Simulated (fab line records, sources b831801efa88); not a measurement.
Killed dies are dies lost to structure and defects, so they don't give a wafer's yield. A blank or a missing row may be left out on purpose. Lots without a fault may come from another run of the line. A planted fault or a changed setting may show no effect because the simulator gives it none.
Which tool did it? | flow gf180mcu | 13 lots, 39 wafers sampled, at 5 steps of a route of 602

WHAT THE GAUGES READ, wafer by wafer
GF_MVPSD_OVL_MEAS_07. Usual: MVPSD_OVL -1.1 nm, standard deviation 1.3.
lot  | measured     | on         | MVPSD_OVL (nm) | flag
L706 | day 5 00:34  | overlay-02 | -2.9 -2.1 -0.2 |
L707 | day 5 06:04  | overlay-02 | -1.2 -0.4 -1.3 |
L708 | day 5 12:22  | overlay-02 | -1.0 -1.3 -3.1 |
L709 | day 5 17:48  | overlay-02 | -1.8 -1.9 -5.0 |
L710 | day 5 23:22  | overlay-02 | -2.6 -0.9 -3.0 |
L715 | day 7 06:54  | overlay-01 | -0.5 0.5 -1.6  |
L718 | day 8 00:48  | overlay-01 | -3.5 -2.3 -1.0 |
L720 | day 8 11:07  | overlay-01 | -0.6 -1.0 0.1  |
L721 | day 8 20:20  | overlay-01 | -0.3 -1.7 -2.4 |
L722 | day 9 03:37  | overlay-02 | -1.5 -0.8 -2.4 |
L723 | day 9 06:39  | overlay-02 | -0.7 -2.3 -0.2 |
L728 | day 10 11:12 | overlay-02 | -1.3 0.2 -1.2  |
L729 | day 10 17:35 | overlay-02 | -2.6 -4.0 -1.3 |

GF_VT_IMPLANT_TW_MEAS_21. Usual: VT_IMPLANT_2_TW 1208, standard deviation 4.9.
lot  | measured     | on            | VT_IMPLANT_2_TW               | flag
L706 | day 6 05:55  | film_metro-02 | 1206 1207 1213                |
L707 | day 6 13:04  | film_metro-01 | 1205 1212 1211                |
L708 | day 6 18:06  | film_metro-02 | 1207 1210 1215                |
L709 | day 7 00:38  | film_metro-01 | 1201 1213 1207                |
L710 | day 7 07:10  | film_metro-01 | 1203 1212 1202                |
L715 | day 8 15:36  | film_metro-01 | 1213 1210 1205                |
L718 | day 9 10:19  | film_metro-02 | 1159 1162 1167 1164 1168 1168 | OFF
L720 | day 9 21:22  | film_metro-01 | 1167 1167 1165 1172 1166 1172 | OFF
L721 | day 10 07:36 | film_metro-04 | 1216 1210 1215                |
L722 | day 10 14:46 | film_metro-04 | 1204 1206 1218                |
L723 | day 10 18:11 | film_metro-02 | 1211 1210 1206                |
L728 | day 12 01:18 | film_metro-04 | 1217 1208 1210                |
L729 | day 12 07:03 | film_metro-01 | 1197 1211 1204                |

GF_VT_IMPLANT_TW_MEAS_43. Usual: VT_IMPLANT_4_TW 685, standard deviation 3.3.
lot  | measured     | on            | VT_IMPLANT_4_TW | flag
L706 | day 7 12:16  | film_metro-01 | 683 686 683     |
L707 | day 7 19:13  | film_metro-04 | 685 686 686     |
L708 | day 8 01:36  | film_metro-04 | 686 684 688     |
L709 | day 8 08:14  | film_metro-01 | 688 686 686     |
L710 | day 8 15:18  | film_metro-04 | 687 688 680     |
L715 | day 10 01:30 | film_metro-02 | 685 686 684     |
L718 | day 10 22:30 | film_metro-01 | 679 683 681     |
L720 | day 11 09:37 | film_metro-04 | 685 684 683     |
L721 | day 11 20:26 | film_metro-02 | 684 681 682     |
L722 | day 12 04:24 | film_metro-02 | 684 684 682     |
L723 | day 12 07:21 | film_metro-01 | 683 683 684     |
L728 | day 13 16:58 | film_metro-04 | 686 687 688     |
L729 | day 14 00:14 | film_metro-04 | 693 690 695     |

GF_HV_LDD_CD_MEAS_19: target cd 400 nm. Usual: cd_nm 399.7 nm, standard deviation 1.9.
lot  | measured     | on        | cd_nm (nm)        | flag
L706 | day 10 14:56 | cd_sem-02 | 401.9 398.6 399.7 |
L707 | day 11 01:02 | cd_sem-01 | 402.5 401.8 401.3 |
L708 | day 11 10:55 | cd_sem-02 | 401.2 401.0 403.6 |
L709 | day 11 13:54 | cd_sem-01 | 393.4 395.6 397.6 |
L710 | day 12 00:43 | cd_sem-01 | 399.6 398.5 399.1 |
L715 | day 13 14:37 | cd_sem-02 | 398.7 400.2 396.8 |
L718 | day 14 15:37 | cd_sem-01 | 402.3 399.7 400.1 |
L720 | day 15 02:44 | cd_sem-01 | 397.7 399.8 397.0 |
L721 | day 15 16:33 | cd_sem-02 | 399.0 397.7 398.6 |
L722 | day 15 23:55 | cd_sem-02 | 398.1 398.6 400.3 |
L723 | day 16 05:26 | cd_sem-01 | 400.6 399.9 399.8 |
L728 | day 17 16:49 | cd_sem-01 | 400.4 400.0 401.3 |
L729 | day 18 02:17 | cd_sem-01 | 399.4 399.2 396.6 |

WHICH TOOL RAN EACH LOT (tool, then ch and the chambers of the sampled wafers, then the start)
lot  | GF_VT_IMPLANT_IMPLANT_19
L706 | implanter-02 ch 0, day 6 05:42
L707 | implanter-03 ch 0, day 6 12:50
L708 | implanter-03 ch 0, day 6 17:52
L709 | implanter-03 ch 0, day 7 00:23
L710 | implanter-01 ch 0, day 7 06:55
L715 | implanter-03 ch 0, day 8 15:22
L718 | implanter-02 ch 0, day 9 10:04
L720 | implanter-02 ch 0, day 9 21:09
L721 | implanter-01 ch 0, day 10 07:21
L722 | implanter-01 ch 0, day 10 14:31
L723 | implanter-03 ch 0, day 10 17:56
L728 | implanter-01 ch 0, day 12 01:04
L729 | implanter-03 ch 0, day 12 06:48
- GF_VT_IMPLANT_IMPLANT_19

WHAT THE TOOLS THEMSELVES READ (means of the sampled wafers that have a number; where no wafer has one, the mark that the record gives instead)
GF_VT_IMPLANT_IMPLANT_19. Usual: dose_ions_cm2 4.35e+12, standard deviation 4.6e+09; end_station_pressure_torr 5.01e-06 Torr, standard deviation 2.9e-07; faraday_current_uA 24.6, standard deviation 0.44.
lot  | tool         | dose_ions_cm2 | end_station_pressure_torr (Torr) | faraday_current_uA | flag
L706 | implanter-02 | 4.35e+12      | 5.09e-06                         | 24.9               |
L707 | implanter-03 | 4.35e+12      | 5.14e-06                         | 24.7               |
L708 | implanter-03 | 4.35e+12      | 4.95e-06                         | 25.2               |
L709 | implanter-03 | 4.35e+12      | 4.92e-06                         | 24.3               |
L710 | implanter-01 | 4.35e+12      | 4.95e-06                         | 24.7               |
L715 | implanter-03 | 4.35e+12      | 5.09e-06                         | 24.5               |
L718 | implanter-02 | 3.93e+12      | 5.22e-06                         | 22.4               | OFF
L720 | implanter-02 | 3.93e+12      | 4.85e-06                         | 22.1               | OFF
L721 | implanter-01 | 4.35e+12      | 4.95e-06                         | 24.5               |
L722 | implanter-01 | 4.35e+12      | 4.85e-06                         | 25.0               |
L723 | implanter-03 | 4.35e+12      | 5.24e-06                         | 24.5               |
L728 | implanter-01 | 4.35e+12      | 5.09e-06                         | 24.4               |
L729 | implanter-03 | 4.35e+12      | 5.00e-06                         | 24.5               |

THE ANSWER, worked out from the rows above alone
Rule: a lot is off if the mean of its wafers that have a number lies more than 3 standard deviations from the usual mean. A lot without any number at a reading at which 4 lots or more have one is off too. The other lots that the step has rows for count as sound. The gauges are gone through in route order, then the tools' own readings, and for those a lot's mean is taken as printed above. The first step at which some lot is off is used, and at that step the reading that is off furthest; a lot without a number counts as furthest.
Off: L718, L720, at GF_VT_IMPLANT_TW_MEAS_21 (VT_IMPLANT_2_TW).
A tool fits if, at a process step before that reading, it ran every lot that is off, and no sound lot after the first of them. The gauges at GF_VT_IMPLANT_TW_MEAS_21 aren't tried: what is off there is off at GF_VT_IMPLANT_IMPLANT_19 too, on other tools, and a gauge's error can't cause that. One fits: implanter-02 at GF_VT_IMPLANT_IMPLANT_19. Its last sound lot is L706 (day 6 05:42), its first lot that is off L718 (day 9 10:04): a fault that began between those two fits.
The tool's own readings at GF_VT_IMPLANT_IMPLANT_19 bear it out: on the lots that are off they differ by more than 5 times the standard deviation of the sound lots' means. dose_ions_cm2 reads 3.93e+12 there against 4.35e+12 on the sound lots; faraday_current_uA reads 22.2 there against 24.7 on the sound lots.

WHAT THE SIMULATOR HAD PUT IN
Process parameter drift: implanter-02, from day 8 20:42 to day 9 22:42, at GF_VT_IMPLANT_IMPLANT_19. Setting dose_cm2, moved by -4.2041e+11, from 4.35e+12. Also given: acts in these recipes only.
Lots struck among those shown: L718, L720. The rule above found the same.
